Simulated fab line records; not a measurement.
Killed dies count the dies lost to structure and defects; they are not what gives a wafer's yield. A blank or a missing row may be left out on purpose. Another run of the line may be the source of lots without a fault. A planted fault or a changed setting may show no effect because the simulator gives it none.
Which tool did it? ; flow sky130 ; Sampling: 12 lots, 36 wafers, 6 of 708 route steps

== WHAT THE GAUGES SHOWED, per wafer ==
SKY_GATE_OXIDE_OVL_MEAS_10. Usual: GATE_OXIDE_OVL gives -0.6 nm (standard deviation 1.4).
lot;measured;on;GATE_OXIDE_OVL (nm);flag
L588;day 13 16:16;overlay-01;0.5 -2.1 0.3;
L589;day 13 22:14;overlay-02;1.6 -1.7 0.8;
L593;day 15 10:47;overlay-01;- - -;OFF
L595;day 16 10:23;overlay-02;0.4 0.0 -0.4;
L602;day 18 23:29;overlay-02;-0.7 -1.4 -2.3;
L603;day 19 09:38;overlay-02;-1.0 -2.5 -3.2;
L604;day 19 16:51;overlay-02;0.0 -0.6 -1.4;
L605;day 19 20:08;overlay-02;1.8 -1.5 -0.7;
L607;day 21 00:29;overlay-02;-3.8 -0.6 -2.7;
L608;day 21 07:15;overlay-01;2.1 0.2 0.8;
L610;day 22 00:42;overlay-01;-0.5 0.0 -0.1;
L611;day 22 00:58;overlay-01;-2.7 -1.0 0.1;

SKY_GATE_OXIDE_TW_MEAS_14. Usual: GATE_OXIDE_TW gives 225.1 (standard deviation 1.8).
lot;measured;on;GATE_OXIDE_TW;flag
L588;day 13 16:40;film_metro-03;220.4 220.5 220.3;
L589;day 13 22:38;film_metro-04;225.9 226.3 226.7;
L593;day 15 11:11;film_metro-04;30.3 30.3 30.4;OFF
L595;day 16 10:47;film_metro-02;224.4 224.5 224.3;
L602;day 18 23:53;film_metro-04;225.9 226.0 225.6;
L603;day 19 10:02;film_metro-04;227.0 226.4 225.6;
L604;day 19 17:15;film_metro-03;223.7 223.5 221.6;
L605;day 19 20:32;film_metro-03;223.6 223.6 223.6;
L607;day 21 00:53;film_metro-03;225.6 224.2 225.2;
L608;day 21 07:38;film_metro-02;225.2 223.7 225.8;
L610;day 22 01:06;film_metro-02;224.9 223.0 223.9;
L611;day 22 01:21;film_metro-03;223.6 223.4 224.0;

SKY_SD_P_CD_MEAS_07: the cd target is 380 nm. Usual: cd_nm 380.2 nm, standard deviation 2.6.
lot;measured;on;cd_nm (nm);flag
L588;day 25 01:53;cd_sem-02;375.6 377.7 376.8;
L589;day 25 13:10;cd_sem-01;377.6 376.6 375.9;
L595;day 28 09:57;cd_sem-01;380.6 381.2 383.3;
L602;day 30 09:55;cd_sem-02;381.0 379.1 380.3;
L603;day 30 17:53;cd_sem-01;382.7 381.5 380.1;
L604;day 31 02:16;cd_sem-01;379.2 380.6 380.6;
L605;day 31 08:46;cd_sem-01;378.4 378.8 379.6;
L607;day 32 07:10;cd_sem-01;385.9 385.1 383.4;
L608;day 32 09:08;cd_sem-01;380.8 382.0 382.4;
L610;day 34 06:58;cd_sem-01;382.8 381.3 383.9;
L611;day 34 05:46;cd_sem-01;381.6 380.2 379.2;

SKY_SD_P_TW_MEAS_11. Usual: SD_P_TW gives 2834 (standard deviation 26).
lot;measured;on;SD_P_TW;flag
L588;day 25 02:17;film_metro-04;2847 2859 2862;
L589;day 25 13:33;film_metro-04;2864 2853 2859;
L595;day 28 10:22;film_metro-02;2825 2814 2812;
L602;day 30 10:19;film_metro-02;2840 2844 2827;
L603;day 30 18:17;film_metro-02;2826 2832 2841;
L604;day 31 02:39;film_metro-01;2810 2822 2823;
L605;day 31 09:10;film_metro-04;2868 2852 2848;
L607;day 32 07:35;film_metro-02;2836 2820 2829;
L608;day 32 09:32;film_metro-04;2842 2860 2844;
L610;day 34 07:49;film_metro-04;2839 2848 2854;
L611;day 34 06:09;film_metro-02;2815 2818 2812;

== EACH LOT AND THE TOOL THAT RAN IT (in order: tool; ch and the chambers of the sampled wafers; start) ==
lot;SKY_GATE_OXIDE_EXPOSE_07;SKY_SD_P_STRIP_10
L588;iline_stepper-01 ch 0, day 13 04:14;plasma_asher-04 ch 0,1, day 25 02:11
L589;iline_stepper-01 ch 0, day 13 09:13;plasma_asher-04 ch 0,1, day 25 13:26
L593;iline_stepper-01 ch 0, day 14 21:26;-
L595;iline_stepper-01 ch 0, day 15 20:36;plasma_asher-04 ch 1, day 28 10:16
L602;iline_stepper-01 ch 0, day 18 08:35;plasma_asher-04 ch 0,1, day 30 10:13
L603;iline_stepper-01 ch 0, day 18 17:43;plasma_asher-04 ch 1, day 30 18:11
L604;iline_stepper-02 ch 0, day 19 01:44;plasma_asher-03 ch 0,1, day 31 02:32
L605;iline_stepper-02 ch 0, day 19 04:46;plasma_asher-04 ch 0,1, day 31 09:04
L607;iline_stepper-01 ch 0, day 20 09:10;plasma_asher-03 ch 0, day 32 07:29
L608;iline_stepper-02 ch 0, day 20 16:04;plasma_asher-01 ch 0,1, day 32 09:26
L610;iline_stepper-02 ch 0, day 21 09:46;plasma_asher-01 ch 0,1, day 34 07:43
L611;iline_stepper-01 ch 0, day 21 09:59;plasma_asher-03 ch 0,1, day 34 06:02
- SKY_GATE_OXIDE_EXPOSE_07: exposes mask LVOM, target cd 600 nm.
- SKY_SD_P_STRIP_10: strips in O2/N2.

== AS READ BY THE TOOLS THEMSELVES (means over the sampled wafers that have a number; for cases with no such wafer, the mark the record gives instead) ==
SKY_SD_P_STRIP_10. Usual: drypump_motor_current_A 5.7 A, standard deviation 0.49; oes_product_au 0.617 a.u., standard deviation 0.0046; strip_time_to_endpoint_s 17.50 s, standard deviation 0.04.
lot;tool;drypump_motor_current_A (A);oes_product_au (a.u.);strip_time_to_endpoint_s (s);flag
L588;plasma_asher-04;5.5;0.618;17.52;
L589;plasma_asher-04;5.5;0.622;17.58;
L595;plasma_asher-04;4.9;0.615;17.52;
L602;plasma_asher-04;5.5;0.615;17.48;
L603;plasma_asher-04;4.9;0.619;17.48;
L604;plasma_asher-03;6.1;0.620;17.48;
L605;plasma_asher-04;5.2;0.615;17.49;
L607;plasma_asher-03;5.6;0.615;17.52;
L608;plasma_asher-01;6.0;0.617;17.46;
L610;plasma_asher-01;6.0;0.622;17.50;
L611;plasma_asher-03;5.9;0.617;17.50;

== THE ANSWER, worked out from the rows above alone ==
Rule: take the mean of a lot's wafers that have a number; if it is more than 3 standard deviations from the usual mean, the lot is off. A lot without any number at a reading at which 4 lots or more have one is off too. All remaining lots with rows at the step are treated as sound. After the gauges, taken in route order, come the tools' own readings; for these a lot's mean is taken, as printed above. The first step at which some lot is off is used, and at that step the reading that is off furthest; a lot without a number counts as furthest.
Off: L593, at SKY_GATE_OXIDE_OVL_MEAS_10 (GATE_OXIDE_OVL). Without a number there: L593.
If a tool, at a process step before that reading, ran all the lots that are off and no sound lot after the first of them, it fits. The gauges at SKY_GATE_OXIDE_OVL_MEAS_10 aren't tried: what is off there is off at SKY_GATE_OXIDE_TW_MEAS_14 too, on other tools, and a gauge's error can't cause that. Of those tried, none fits.

== WHAT THE SIMULATOR HAD PUT IN ==
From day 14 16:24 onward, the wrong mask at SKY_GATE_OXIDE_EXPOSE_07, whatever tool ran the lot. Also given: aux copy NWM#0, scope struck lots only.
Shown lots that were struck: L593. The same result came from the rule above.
